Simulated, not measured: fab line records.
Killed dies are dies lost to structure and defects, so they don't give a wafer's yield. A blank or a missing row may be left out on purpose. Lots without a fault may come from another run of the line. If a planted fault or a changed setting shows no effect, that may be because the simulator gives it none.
fab line records || flow gf180mcu
[record] {"lots": 6, "wafers": 18, "last_day": 34}
route steps=602 shown MVSD@72 MVPSD@78
lots with no fault: from the same line, run without faults
start_h: hours from the record's opening day to when the first of the lot's shown wafers began || wait_h: hours from the lot's prior step to this one || " unchanged from the row above || L1.1+2: a single row standing in for several wafers || - no value, or no start was given || * or withheld: withheld || < > ~ a bound
route shown NAME@n: names a module that has steps shown in the file, with the first one's number in the route || usual: the fault-free wafers' mean and standard deviation || same: alike in all rows || chamber/n: place in a boat || sites: per-site readings || _std_site: standard deviation across them || _edge_site: outer sites' mean less inner sites' || radius_mm: for every site, how far away it sits from the centre of the wafer || mask NAME#n: copy n || behind: the tool/chamber that last shaped the wafer || hold: the reason the lot was held/the length of the hold in hours/how it ended || device: the transistor (n, p or np) that didn't switch || end of line: the route-end tests of the same wafers || a step without rows: its recipe alone || killed: at the first sort, the dies lost to defects and structure; wafer yield is something else || map: per-die view of a wafer (x killed, . not killed, _ where there is no die)
set.NAME: setting as actually run; set.NAME@STEP: the setting as run at that earlier step || model.NAME: the simulator's own value behind a step, which no gauge read
lots at selected steps of the route; one table per step, one row per wafer
services: the hour from which a tool's chamber was out of use, counted from the record's first day as start_h (under 0 if before that day), plus the number of hours and why
[[steps]]
[step GF_MVSD_DEVELOP_06]
[recipe] {"wall_angle_deg": 90, "develop_time_s": 60, "dev_temp_c": 23}
[step GF_MVSD_OVL_MEAS_07]
[usual] {"MVSD_OVL": "0.2/1.5"}
{"lot.wafer": "L266.2", "tool": "overlay-02", "chamber": "-", "start_h": 79.72, "wait_h": "-", "MVSD_OVL[nm]": -0.5}
{"lot.wafer": "L266.5", "tool": "overlay-02", "chamber": "-", "start_h": 79.72, "wait_h": "-", "MVSD_OVL[nm]": 2.4}
{"lot.wafer": "L266.6", "tool": "overlay-02", "chamber": "-", "start_h": 79.72, "wait_h": "-", "MVSD_OVL[nm]": -0.2}
{"lot.wafer": "L278.3", "tool": "overlay-01", "chamber": "-", "start_h": 153.19, "wait_h": "-", "MVSD_OVL[nm]": 0.0}
{"lot.wafer": "L278.5", "tool": "overlay-01", "chamber": "-", "start_h": 153.19, "wait_h": "-", "MVSD_OVL[nm]": -0.9}
{"lot.wafer": "L278.6", "tool": "overlay-01", "chamber": "-", "start_h": 153.19, "wait_h": "-", "MVSD_OVL[nm]": -1.5}
{"lot.wafer": "L279.2", "tool": "overlay-01", "chamber": "-", "start_h": 157.52, "wait_h": "-", "MVSD_OVL[nm]": -1.9}
{"lot.wafer": "L279.3", "tool": "overlay-01", "chamber": "-", "start_h": 157.52, "wait_h": "-", "MVSD_OVL[nm]": -0.2}
{"lot.wafer": "L279.6", "tool": "overlay-01", "chamber": "-", "start_h": 157.52, "wait_h": "-", "MVSD_OVL[nm]": 1.8}
{"lot.wafer": "L283.2", "tool": "overlay-02", "chamber": "-", "start_h": 180.97, "wait_h": "-", "MVSD_OVL[nm]": 2.5}
{"lot.wafer": "L283.4", "tool": "overlay-02", "chamber": "-", "start_h": 180.97, "wait_h": "-", "MVSD_OVL[nm]": -0.3}
{"lot.wafer": "L283.6", "tool": "overlay-02", "chamber": "-", "start_h": 180.97, "wait_h": "-", "MVSD_OVL[nm]": 0.0}
{"lot.wafer": "L284.1", "tool": "overlay-02", "chamber": "-", "start_h": 188.81, "wait_h": "-", "MVSD_OVL[nm]": 1.1}
{"lot.wafer": "L284.2", "tool": "overlay-02", "chamber": "-", "start_h": 188.81, "wait_h": "-", "MVSD_OVL[nm]": -1.1}
{"lot.wafer": "L284.6", "tool": "overlay-02", "chamber": "-", "start_h": 188.81, "wait_h": "-", "MVSD_OVL[nm]": -1.1}
{"lot.wafer": "L287.3", "tool": "overlay-01", "chamber": "-", "start_h": 206.07, "wait_h": "-", "MVSD_OVL[nm]": 0.3}
{"lot.wafer": "L287.4", "tool": "overlay-01", "chamber": "-", "start_h": 206.07, "wait_h": "-", "MVSD_OVL[nm]": 1.2}
{"lot.wafer": "L287.5", "tool": "overlay-01", "chamber": "-", "start_h": 206.07, "wait_h": "-", "MVSD_OVL[nm]": -0.2}
[step GF_MVSD_IMPLANT_08]
[recipe] {"species": "P", "energy_kev": 400, "dose_cm2": 1.6e+13, "tilt_deg": 0}
[step GF_MVSD_IMPLANT_09]
[recipe] {"species": "P", "energy_kev": 100, "dose_cm2": 5e+12, "tilt_deg": 0}
[step GF_MVSD_STRIP_10]
[recipe] {"chemistry": "O2/N2", "power_w": 1400, "pressure_mtorr": 1500, "platen_temp_c": 250, "o2_flow_sccm": 3000, "n2_flow_sccm": 300, "overash_fraction": 0.5}
[usual] {"drypump_motor_current_A": "5.6/0.47", "heater_power_w": "329/17", "oes_product_au": "0.722/0.0045", "strip_time_to_endpoint_s": "36.95/0.11"}
{"lot.wafer": "L266.2", "tool": "plasma_asher-04", "chamber": 0, "start_h": 80.05, "wait_h": 0.1, "drypump_motor_current_A": 6.1, "heater_power_w": 315, "oes_product_au": 0.718, "rf_hours_counter_h": 28, "strip_time_to_endpoint_s": 37.05}
{"lot.wafer": "L266.5", "tool": "plasma_asher-04", "chamber": 0, "start_h": 80.05, "wait_h": 0.1, "drypump_motor_current_A": 6.1, "heater_power_w": 312, "oes_product_au": 0.722, "rf_hours_counter_h": "-", "strip_time_to_endpoint_s": 37.00}
{"lot.wafer": "L266.6", "tool": "plasma_asher-04", "chamber": 1, "start_h": 80.05, "wait_h": 0.1, "drypump_motor_current_A": 6.1, "heater_power_w": 318, "oes_product_au": 0.721, "rf_hours_counter_h": "-", "strip_time_to_endpoint_s": 37.06}
{"lot.wafer": "L278.3", "tool": "plasma_asher-04", "chamber": 1, "start_h": 153.55, "wait_h": 0.1, "drypump_motor_current_A": 6.1, "heater_power_w": 318, "oes_product_au": 0.718, "rf_hours_counter_h": "-", "strip_time_to_endpoint_s": 37.00}
{"lot.wafer": "L278.5", "tool": "plasma_asher-04", "chamber": 1, "start_h": 153.55, "wait_h": 0.1, "drypump_motor_current_A": 6.1, "heater_power_w": 329, "oes_product_au": 0.722, "rf_hours_counter_h": "-", "strip_time_to_endpoint_s": 36.95}
{"lot.wafer": "L278.6", "tool": "plasma_asher-04", "chamber": 0, "start_h": 153.55, "wait_h": 0.1, "drypump_motor_current_A": 6.1, "heater_power_w": 313, "oes_product_au": 0.723, "rf_hours_counter_h": "-", "strip_time_to_endpoint_s": 37.04}
{"lot.wafer": "L279.2", "tool": "plasma_asher-04", "chamber": 0, "start_h": 157.85, "wait_h": 0.1, "drypump_motor_current_A": 6.1, "heater_power_w": 311, "oes_product_au": 0.725, "rf_hours_counter_h": 36, "strip_time_to_endpoint_s": 36.96}
{"lot.wafer": "L279.3", "tool": "plasma_asher-04", "chamber": 0, "start_h": 157.85, "wait_h": 0.1, "drypump_motor_current_A": 6.1, "heater_power_w": 311, "oes_product_au": 0.713, "rf_hours_counter_h": "-", "strip_time_to_endpoint_s": 36.86}
{"lot.wafer": "L279.6", "tool": "plasma_asher-04", "chamber": 0, "start_h": 157.85, "wait_h": 0.1, "drypump_motor_current_A": 6.1, "heater_power_w": 318, "oes_product_au": 0.721, "rf_hours_counter_h": "-", "strip_time_to_endpoint_s": 36.84}
{"lot.wafer": "L283.2", "tool": "plasma_asher-03", "chamber": 0, "start_h": 181.30, "wait_h": 0.1, "drypump_motor_current_A": 5.4, "heater_power_w": 326, "oes_product_au": 0.720, "rf_hours_counter_h": 51, "strip_time_to_endpoint_s": 36.95}
{"lot.wafer": "L283.4", "tool": "plasma_asher-03", "chamber": 1, "start_h": 181.30, "wait_h": 0.1, "drypump_motor_current_A": 4.9, "heater_power_w": 323, "oes_product_au": 0.726, "rf_hours_counter_h": "-", "strip_time_to_endpoint_s": 36.78}
{"lot.wafer": "L283.6", "tool": "plasma_asher-03", "chamber": 1, "start_h": 181.30, "wait_h": 0.1, "drypump_motor_current_A": 4.9, "heater_power_w": 317, "oes_product_au": 0.722, "rf_hours_counter_h": "-", "strip_time_to_endpoint_s": 36.98}
{"lot.wafer": "L284.1", "tool": "plasma_asher-01", "chamber": 1, "start_h": 189.15, "wait_h": 0.1, "drypump_motor_current_A": 5.5, "heater_power_w": 332, "oes_product_au": 0.720, "rf_hours_counter_h": 8, "strip_time_to_endpoint_s": 36.88}
{"lot.wafer": "L284.2", "tool": "plasma_asher-01", "chamber": 0, "start_h": 189.15, "wait_h": 0.1, "drypump_motor_current_A": 6.2, "heater_power_w": 370, "oes_product_au": 0.723, "rf_hours_counter_h": 8, "strip_time_to_endpoint_s": 36.82}
{"lot.wafer": "L284.6", "tool": "plasma_asher-01", "chamber": 1, "start_h": 189.15, "wait_h": 0.1, "drypump_motor_current_A": 5.5, "heater_power_w": 342, "oes_product_au": 0.727, "rf_hours_counter_h": "-", "strip_time_to_endpoint_s": 36.83}
{"lot.wafer": "L287.3", "tool": "plasma_asher-03", "chamber": 0, "start_h": 206.43, "wait_h": 0.1, "drypump_motor_current_A": 5.4, "heater_power_w": 323, "oes_product_au": 0.717, "rf_hours_counter_h": "-", "strip_time_to_endpoint_s": 36.96}
{"lot.wafer": "L287.4", "tool": "plasma_asher-03", "chamber": 1, "start_h": 206.43, "wait_h": 0.1, "drypump_motor_current_A": 4.9, "heater_power_w": 318, "oes_product_au": 0.726, "rf_hours_counter_h": "-", "strip_time_to_endpoint_s": 37.01}
{"lot.wafer": "L287.5", "tool": "plasma_asher-03", "chamber": 1, "start_h": 206.43, "wait_h": 0.1, "drypump_motor_current_A": 4.9, "heater_power_w": 321, "oes_product_au": 0.719, "rf_hours_counter_h": "-", "strip_time_to_endpoint_s": 37.12}
[step GF_MVSD_TW_MEAS_11]
[usual] {"MVSD_TW": "1607/12"}
{"lot.wafer": "L266.2", "tool": "film_metro-03", "chamber": "-", "start_h": 80.16, "wait_h": 0.1, "MVSD_TW": 1610}
{"lot.wafer": "L266.5", "tool": "film_metro-03", "chamber": "-", "start_h": 80.16, "wait_h": 0.1, "MVSD_TW": 1616}
{"lot.wafer": "L266.6", "tool": "film_metro-03", "chamber": "-", "start_h": 80.16, "wait_h": 0.1, "MVSD_TW": 1619}
{"lot.wafer": "L278.3", "tool": "film_metro-03", "chamber": "-", "start_h": 153.64, "wait_h": 0.1, "MVSD_TW": 1622}
{"lot.wafer": "L278.5", "tool": "film_metro-03", "chamber": "-", "start_h": 153.64, "wait_h": 0.1, "MVSD_TW": 1612}
{"lot.wafer": "L278.6", "tool": "film_metro-03", "chamber": "-", "start_h": 153.64, "wait_h": 0.1, "MVSD_TW": 1604}
{"lot.wafer": "L279.2", "tool": "film_metro-03", "chamber": "-", "start_h": 157.96, "wait_h": 0.1, "MVSD_TW": 1612}
{"lot.wafer": "L279.3", "tool": "film_metro-03", "chamber": "-", "start_h": 157.96, "wait_h": 0.1, "MVSD_TW": 1625}
{"lot.wafer": "L279.6", "tool": "film_metro-03", "chamber": "-", "start_h": 157.96, "wait_h": 0.1, "MVSD_TW": 1614}
{"lot.wafer": "L283.2", "tool": "film_metro-04", "chamber": "-", "start_h": 181.41, "wait_h": 0.1, "MVSD_TW": 1617}
{"lot.wafer": "L283.4", "tool": "film_metro-04", "chamber": "-", "start_h": 181.41, "wait_h": 0.1, "MVSD_TW": 1614}
{"lot.wafer": "L283.6", "tool": "film_metro-04", "chamber": "-", "start_h": 181.41, "wait_h": 0.1, "MVSD_TW": 1608}
{"lot.wafer": "L284.1", "tool": "film_metro-03", "chamber": "-", "start_h": 189.25, "wait_h": 0.1, "MVSD_TW": 1608}
{"lot.wafer": "L284.2", "tool": "film_metro-03", "chamber": "-", "start_h": 189.25, "wait_h": 0.1, "MVSD_TW": 1607}
{"lot.wafer": "L284.6", "tool": "film_metro-03", "chamber": "-", "start_h": 189.25, "wait_h": 0.1, "MVSD_TW": 1608}
{"lot.wafer": "L287.3", "tool": "film_metro-03", "chamber": "-", "start_h": 206.52, "wait_h": 0.1, "MVSD_TW": 1608}
{"lot.wafer": "L287.4", "tool": "film_metro-03", "chamber": "-", "start_h": 206.52, "wait_h": 0.1, "MVSD_TW": 1609}
{"lot.wafer": "L287.5", "tool": "film_metro-03", "chamber": "-", "start_h": 206.52, "wait_h": 0.1, "MVSD_TW": 1608}
[step GF_MVPSD_DEHYDRATE_00]
[recipe] {"temp_c": 200, "time_s": 60}
[step GF_MVPSD_HMDS_01]
[recipe] {"prime_time_s": 60, "prime_temp_c": 120}
[step GF_MVPSD_COAT_02]
[recipe] {"spin_rpm": 2000, "resist_thk_nm": 3000}
[step GF_MVPSD_SOFTBAKE_03]
[recipe] {"temp_c": 110, "time_s": "withheld"}
[step GF_MVPSD_EXPOSE_04]
[recipe] {"mask_id": "MVPSD", "target_cd_nm": 1000, "na": 0.6, "source_shape": "conventional", "sigma_outer": 0.6, "dose_mj": 260}
[step GF_MVPSD_PEB_05]
[recipe] {"temp_c": 115, "time_s": "withheld"}
[step GF_MVPSD_DEVELOP_06]
[recipe] {"wall_angle_deg": 90, "develop_time_s": 60, "dev_temp_c": 23}
[usual] {"developer_temp_C": "23.00/0.11", "resist_line_temp_C": "23.01/0.11"}
{"lot.wafer": "L266.2", "tool": "litho_track-04", "chamber": 0, "start_h": 93, "wait_h": "-", "developer_temp_C": 22.86, "resist_line_temp_C": 22.99}
{"lot.wafer": "L266.5", "tool": "litho_track-04", "chamber": 0, "start_h": 93, "wait_h": "-", "developer_temp_C": 22.86, "resist_line_temp_C": 22.92}
{"lot.wafer": "L266.6", "tool": "litho_track-04", "chamber": 0, "start_h": 93, "wait_h": "-", "developer_temp_C": 22.98, "resist_line_temp_C": 23.00}
{"lot.wafer": "L278.3", "tool": "litho_track-04", "chamber": 0, "start_h": 169, "wait_h": "-", "developer_temp_C": 23.29, "resist_line_temp_C": 23.05}
{"lot.wafer": "L278.5", "tool": "litho_track-04", "chamber": 0, "start_h": 169, "wait_h": "-", "developer_temp_C": 23.05, "resist_line_temp_C": 23.06}
{"lot.wafer": "L278.6", "tool": "litho_track-04", "chamber": 0, "start_h": 169, "wait_h": "-", "developer_temp_C": 23.03, "resist_line_temp_C": 22.87}
{"lot.wafer": "L279.2", "tool": "litho_track-04", "chamber": 0, "start_h": 173, "wait_h": "-", "developer_temp_C": 23.16, "resist_line_temp_C": 22.88}
{"lot.wafer": "L279.3", "tool": "litho_track-04", "chamber": 0, "start_h": 174, "wait_h": "-", "developer_temp_C": 22.94, "resist_line_temp_C": 23.00}
{"lot.wafer": "L279.6", "tool": "litho_track-04", "chamber": 0, "start_h": 174, "wait_h": "-", "developer_temp_C": 23.04, "resist_line_temp_C": 23.10}
{"lot.wafer": "L283.2", "tool": "litho_track-03", "chamber": 0, "start_h": 198, "wait_h": "-", "developer_temp_C": 22.81, "resist_line_temp_C": 22.97}
{"lot.wafer": "L283.4", "tool": "litho_track-03", "chamber": 0, "start_h": 198, "wait_h": "-", "developer_temp_C": 22.87, "resist_line_temp_C": 22.99}
{"lot.wafer": "L283.6", "tool": "litho_track-03", "chamber": 0, "start_h": 198, "wait_h": "-", "developer_temp_C": 23.08, "resist_line_temp_C": 22.96}
{"lot.wafer": "L284.1", "tool": "litho_track-02", "chamber": 0, "start_h": 206, "wait_h": "-", "developer_temp_C": 23.00, "resist_line_temp_C": 23.01}
{"lot.wafer": "L284.2", "tool": "litho_track-02", "chamber": 0, "start_h": 206, "wait_h": "-", "developer_temp_C": 22.84, "resist_line_temp_C": 22.84}
{"lot.wafer": "L284.6", "tool": "litho_track-02", "chamber": 0, "start_h": 206, "wait_h": "-", "developer_temp_C": 23.03, "resist_line_temp_C": 23.10}
{"lot.wafer": "L287.3", "tool": "litho_track-03", "chamber": 0, "start_h": 224, "wait_h": "-", "developer_temp_C": 22.81, "resist_line_temp_C": 23.01}
{"lot.wafer": "L287.4", "tool": "litho_track-03", "chamber": 0, "start_h": 224, "wait_h": "-", "developer_temp_C": 22.93, "resist_line_temp_C": 22.75}
{"lot.wafer": "L287.5", "tool": "litho_track-03", "chamber": 0, "start_h": 224, "wait_h": "-", "developer_temp_C": 22.84, "resist_line_temp_C": 22.86}
[step GF_MVPSD_OVL_MEAS_07]
[usual] {"MVPSD_OVL": "0.0/1.6"}
{"lot.wafer": "L266.2", "tool": "overlay-02", "chamber": "-", "start_h": 93.47, "wait_h": "-", "MVPSD_OVL[nm]": 0.4}
{"lot.wafer": "L266.5", "tool": "overlay-02", "chamber": "-", "start_h": 93.47, "wait_h": "-", "MVPSD_OVL[nm]": 2.3}
{"lot.wafer": "L266.6", "tool": "overlay-02", "chamber": "-", "start_h": 93.47, "wait_h": "-", "MVPSD_OVL[nm]": 0.9}
{"lot.wafer": "L278.3", "tool": "overlay-01", "chamber": "-", "start_h": 169.17, "wait_h": "-", "MVPSD_OVL[nm]": "-"}
{"lot.wafer": "L278.5", "tool": "overlay-01", "chamber": "-", "start_h": 169.17, "wait_h": "-", "MVPSD_OVL[nm]": "-"}
{"lot.wafer": "L278.6", "tool": "overlay-01", "chamber": "-", "start_h": 169.17, "wait_h": "-", "MVPSD_OVL[nm]": "-"}
{"lot.wafer": "L279.2", "tool": "overlay-02", "chamber": "-", "start_h": 174.12, "wait_h": "-", "MVPSD_OVL[nm]": "-"}
{"lot.wafer": "L279.3", "tool": "overlay-02", "chamber": "-", "start_h": 174.12, "wait_h": "-", "MVPSD_OVL[nm]": "-"}
{"lot.wafer": "L279.6", "tool": "overlay-02", "chamber": "-", "start_h": 174.12, "wait_h": "-", "MVPSD_OVL[nm]": "-"}
{"lot.wafer": "L283.2", "tool": "overlay-02", "chamber": "-", "start_h": 198.47, "wait_h": "-", "MVPSD_OVL[nm]": -1.1}
{"lot.wafer": "L283.4", "tool": "overlay-02", "chamber": "-", "start_h": 198.47, "wait_h": "-", "MVPSD_OVL[nm]": 0.6}
{"lot.wafer": "L283.6", "tool": "overlay-02", "chamber": "-", "start_h": 198.47, "wait_h": "-", "MVPSD_OVL[nm]": -0.3}
{"lot.wafer": "L284.1", "tool": "overlay-01", "chamber": "-", "start_h": 206.31, "wait_h": "-", "MVPSD_OVL[nm]": 0.7}
{"lot.wafer": "L284.2", "tool": "overlay-01", "chamber": "-", "start_h": 206.31, "wait_h": "-", "MVPSD_OVL[nm]": 0.2}
{"lot.wafer": "L284.6", "tool": "overlay-01", "chamber": "-", "start_h": 206.31, "wait_h": "-", "MVPSD_OVL[nm]": -0.8}
{"lot.wafer": "L287.3", "tool": "overlay-02", "chamber": "-", "start_h": 224.27, "wait_h": "-", "MVPSD_OVL[nm]": 2.1}
{"lot.wafer": "L287.4", "tool": "overlay-02", "chamber": "-", "start_h": 224.27, "wait_h": "-", "MVPSD_OVL[nm]": 2.6}
{"lot.wafer": "L287.5", "tool": "overlay-02", "chamber": "-", "start_h": 224.27, "wait_h": "-", "MVPSD_OVL[nm]": 1.8}
[step GF_MVPSD_IMPLANT_08]
[recipe] {"species": "B", "energy_kev": 170, "dose_cm2": 1.5e+13, "tilt_deg": 0}
[[services]]
{"tool": "plasma_asher-03", "chamber": "-", "start_h": 59.19, "hours": 14.6, "kind": "pm"}
{"tool": "plasma_asher-01", "chamber": "-", "start_h": 108.75, "hours": 9.0, "kind": "pm"}
{"tool": "plasma_asher-01", "chamber": 0, "start_h": 108.75, "hours": 9.0, "kind": "vent_cycle"}
{"tool": "plasma_asher-01", "chamber": 1, "start_h": 108.75, "hours": 9.0, "kind": "vent_cycle"}
{"tool": "plasma_asher-01", "chamber": 0, "start_h": 117.75, "hours": "-", "kind": "clean"}
{"tool": "plasma_asher-01", "chamber": 1, "start_h": 117.75, "hours": "-", "kind": "clean"}
{"tool": "plasma_asher-04", "chamber": "-", "start_h": 181.24, "hours": 15.6, "kind": "pm"}
[[key]]
[first_sign] {"step": "GF_MVPSD_OVL_MEAS_07", "reading": "MVPSD_OVL", "direction": "missing"}
effect none on later readings
met_at GF_MVPSD_DEVELOP_06
struck_wafers L278.3,L278.5,L278.6,L279.2,L279.3,L279.6
sort_left_out L278.3,L278.5,L278.6,L279.2,L279.3,L279.6
tester_left_out L278,L279
onset_between 93 169
also_fits GF_MVSD_STRIP_10:plasma_asher-04
[fault] {"kind": "process_parameter_drift", "tool": "litho_track-04", "chamber": "-", "onset_h": 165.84, "steps": "GF_MVPSD_DEVELOP_06", "channel": "develop_time_s", "offset": "*", "shape": "step", "end_h": 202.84, "acts_in": "*", "stated": "*"}
// tester_left_out: of these lots the tester's yield and bins aren't shown, on N5 and GAA mostly nor the transistor test; their killed dies are dies lost to structure and defects alone, not to doping, threshold or leakage, so they don't give the yield
// sort_left_out: the simulated sort isn't trusted on such a fault, so these wafers' sort isn't shown, and their yield isn't known
